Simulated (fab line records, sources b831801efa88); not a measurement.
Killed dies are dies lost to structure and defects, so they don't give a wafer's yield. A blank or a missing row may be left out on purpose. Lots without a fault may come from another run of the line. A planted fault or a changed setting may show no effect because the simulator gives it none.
Which tool did it? | flow gf180mcu | 12 lots, 36 wafers sampled, at 6 steps of a route of 602

WHAT THE GAUGES READ, wafer by wafer
GF_M4_THK_MEAS_06: measures by xrf. Usual: M4_ALCU_THK 457 nm, standard deviation 6.
lot  | measured     | on            | M4_ALCU_THK (nm) | flag
L240 | day 23 06:38 | film_metro-02 | 454 458 455      |
L241 | day 23 17:13 | film_metro-03 | 454 448 456      |
L244 | day 24 22:11 | film_metro-02 | 465 447 467      |
L245 | day 25 06:02 | film_metro-02 | 469 459 457      |
L246 | day 25 10:31 | film_metro-03 | 468 459 460      |
L247 | day 25 23:55 | film_metro-04 | 468 448 456      |
L249 | day 26 08:05 | film_metro-03 | 456 454 447      |
L250 | day 26 11:48 | film_metro-02 | 458 452 452      |
L256 | day 28 11:20 | film_metro-02 | 456 458 464      |
L259 | day 29 08:46 | film_metro-02 | 454 453 456      |
L262 | day 30 04:07 | film_metro-02 | 458 464 457      |
L263 | day 30 10:18 | film_metro-03 | 469 453 457      |

GF_M4_OVL_MEAS_15. Usual: M4_OVL -1 nm, standard deviation 5.2.
lot  | measured     | on         | M4_OVL (nm) | flag
L240 | day 24 05:43 | overlay-01 | 1 0 -6      |
L241 | day 24 15:40 | overlay-01 | -14 0 4     |
L244 | day 25 19:08 | overlay-01 | 3 1 6       |
L245 | day 26 04:04 | overlay-01 | -3 1 6      |
L246 | day 26 08:19 | overlay-01 | 4 -11 -6    |
L247 | day 26 20:59 | overlay-02 | 0 6 12      |
L249 | day 27 05:12 | overlay-01 | -5 1 -6     |
L250 | day 27 08:55 | overlay-02 | -3 -2 1     |
L256 | day 29 06:20 | overlay-01 | 4 -1 1      |
L259 | day 30 03:59 | overlay-02 | -2 2 0      |
L262 | day 30 22:46 | overlay-01 | 1 -2 -4     |
L263 | day 31 04:51 | overlay-01 | -7 -4 3     |

GF_V4_CD_MEAS_14: target cd 260 nm. Usual: cd_nm 259.9 nm, standard deviation 1.1.
lot  | measured     | on        | cd_nm (nm)        | flag
L240 | day 25 05:21 | cd_sem-02 | 261.6 260.9 261.8 |
L241 | day 25 14:20 | cd_sem-01 | 259.9 260.8 258.7 |
L244 | day 26 17:53 | cd_sem-01 | 260.9 258.9 260.8 |
L245 | day 27 02:43 | cd_sem-02 | 262.1 260.8 259.9 |
L246 | day 27 06:39 | cd_sem-01 | 259.8 260.3 260.1 |
L247 | day 27 19:04 | cd_sem-02 | 258.3 261.6 260.5 |
L249 | day 28 03:41 | cd_sem-02 | 259.1 258.3 260.0 |
L250 | day 28 06:42 | cd_sem-01 | 259.8 260.0 259.7 |
L256 | day 30 03:31 | cd_sem-02 | 259.4 259.4 259.4 |
L259 | day 30 23:38 | cd_sem-02 | 260.4 259.8 260.6 |
L262 | day 31 18:35 | cd_sem-02 | 259.7 260.3 260.7 |
L263 | day 31 23:58 | cd_sem-02 | 258.6 258.4 258.4 |

GF_V4_RS_MEAS_24: measures by four-point-probe. Usual: V4_W_RS 0.330 ohm/sq, standard deviation 0.0035.
lot  | measured     | on            | V4_W_RS (ohm/sq)                    | flag
L240 | day 25 06:25 | film_metro-01 | 0.330 0.327 0.333                   |
L241 | day 25 15:22 | film_metro-02 | 0.327 0.327 0.329                   |
L244 | day 26 18:55 | film_metro-02 | 0.331 0.333 0.327                   |
L245 | day 27 03:45 | film_metro-01 | 0.330 0.332 0.330                   |
L246 | day 27 07:43 | film_metro-01 | 0.328 0.328 0.326                   |
L247 | day 27 20:08 | film_metro-02 | 0.327 0.330 0.333                   |
L249 | day 28 04:43 | film_metro-02 | 0.329 0.334 0.330                   |
L250 | day 28 07:44 | film_metro-01 | 0.328 0.332 0.331                   |
L256 | day 30 04:32 | film_metro-01 | 0.328 0.330 0.328                   |
L259 | day 31 00:40 | film_metro-02 | 0.345 0.334 0.334 0.345 0.333 0.333 |
L262 | day 31 19:37 | film_metro-04 | 0.326 0.323 0.326                   |
L263 | day 32 01:01 | film_metro-01 | 0.333 0.333 0.336                   |

GF_V4_THK_MEAS_25: measures by xrf. Usual: V4_W_THK 369 nm, standard deviation 4.5.
lot  | measured     | on            | V4_W_THK (nm)           | flag
L240 | day 25 06:31 | film_metro-01 | 373 376 373             |
L241 | day 25 15:28 | film_metro-02 | 371 368 364             |
L244 | day 26 19:02 | film_metro-02 | 366 364 371             |
L245 | day 27 03:52 | film_metro-01 | 370 369 369             |
L246 | day 27 07:49 | film_metro-01 | 373 373 376             |
L247 | day 27 20:15 | film_metro-02 | 374 374 369             |
L249 | day 28 04:50 | film_metro-02 | 371 368 372             |
L250 | day 28 07:52 | film_metro-01 | 371 370 367             |
L256 | day 30 04:40 | film_metro-01 | 373 370 371             |
L259 | day 31 04:34 | film_metro-02 | 351 363 367 352 364 367 |
L262 | day 31 19:44 | film_metro-04 | 365 368 365             |
L263 | day 32 01:06 | film_metro-01 | 365 368 363             |

WHICH TOOL RAN EACH LOT (tool, then ch and the chambers of the sampled wafers, then the start)
lot  | GF_V4_CVD_23
L240 | cvd_w-01 ch 0,1, day 25 06:18
L241 | cvd_w-02 ch 0,1, day 25 15:14
L244 | cvd_w-01 ch 0,1, day 26 18:48
L245 | cvd_w-01 ch 0,1, day 27 03:37
L246 | cvd_w-01 ch 0,1, day 27 07:35
L247 | cvd_w-01 ch 0,1, day 27 20:01
L249 | cvd_w-01 ch 0,1, day 28 04:36
L250 | cvd_w-02 ch 0,1, day 28 07:37
L256 | cvd_w-02 ch 0, day 30 04:26
L259 | cvd_w-01 ch 0,1, day 31 00:32
L262 | cvd_w-02 ch 0,1, day 31 19:30
L263 | cvd_w-02 ch 0,1, day 32 00:52
- GF_V4_CVD_23: deposits W, target thk 350 nm, time 104.9 s.

WHAT THE TOOLS THEMSELVES READ (means of the sampled wafers that have a number; where no wafer has one, the mark that the record gives instead)
GF_V4_CVD_23. Usual: chamber_pressure_Torr 39.99 Torr, standard deviation 0.088; heater_power_w 820 W, standard deviation 110; susceptor_temp_C 400.00 C, standard deviation 0.26.
lot  | tool     | chamber_pressure_Torr (Torr) | heater_power_w (W) | susceptor_temp_C (C) | flag
L240 | cvd_w-01 | 39.99                        | 796                | 400.07               |
L241 | cvd_w-02 | 39.94                        | 762                | 400.20               |
L244 | cvd_w-01 | 39.88                        | 796                | 399.91               |
L245 | cvd_w-01 | 40.00                        | 800                | 399.90               |
L246 | cvd_w-01 | 39.97                        | 866                | 399.78               |
L247 | cvd_w-01 | 40.01                        | 877                | 399.97               |
L249 | cvd_w-01 | 40.04                        | 794                | 400.04               |
L250 | cvd_w-02 | 40.01                        | 758                | 400.02               |
L256 | cvd_w-02 | 40.06                        | 722                | 399.94               |
L259 | cvd_w-01 | 40.05                        | 882                | 399.99               |
L262 | cvd_w-02 | 39.99                        | 760                | 399.92               |
L263 | cvd_w-02 | 40.10                        | 758                | 399.98               |

THE ANSWER, worked out from the rows above alone
Rule: a lot is off if the mean of its wafers that have a number lies more than 3 standard deviations from the usual mean. A lot without any number at a reading at which 4 lots or more have one is off too. The other lots that the step has rows for count as sound. The gauges are gone through in route order, then the tools' own readings, and for those a lot's mean is taken as printed above. The first step at which some lot is off is used, and at that step the reading that is off furthest; a lot without a number counts as furthest.
No lot is off at any reading shown: from this, nothing can be told.

WHAT THE SIMULATOR HAD PUT IN
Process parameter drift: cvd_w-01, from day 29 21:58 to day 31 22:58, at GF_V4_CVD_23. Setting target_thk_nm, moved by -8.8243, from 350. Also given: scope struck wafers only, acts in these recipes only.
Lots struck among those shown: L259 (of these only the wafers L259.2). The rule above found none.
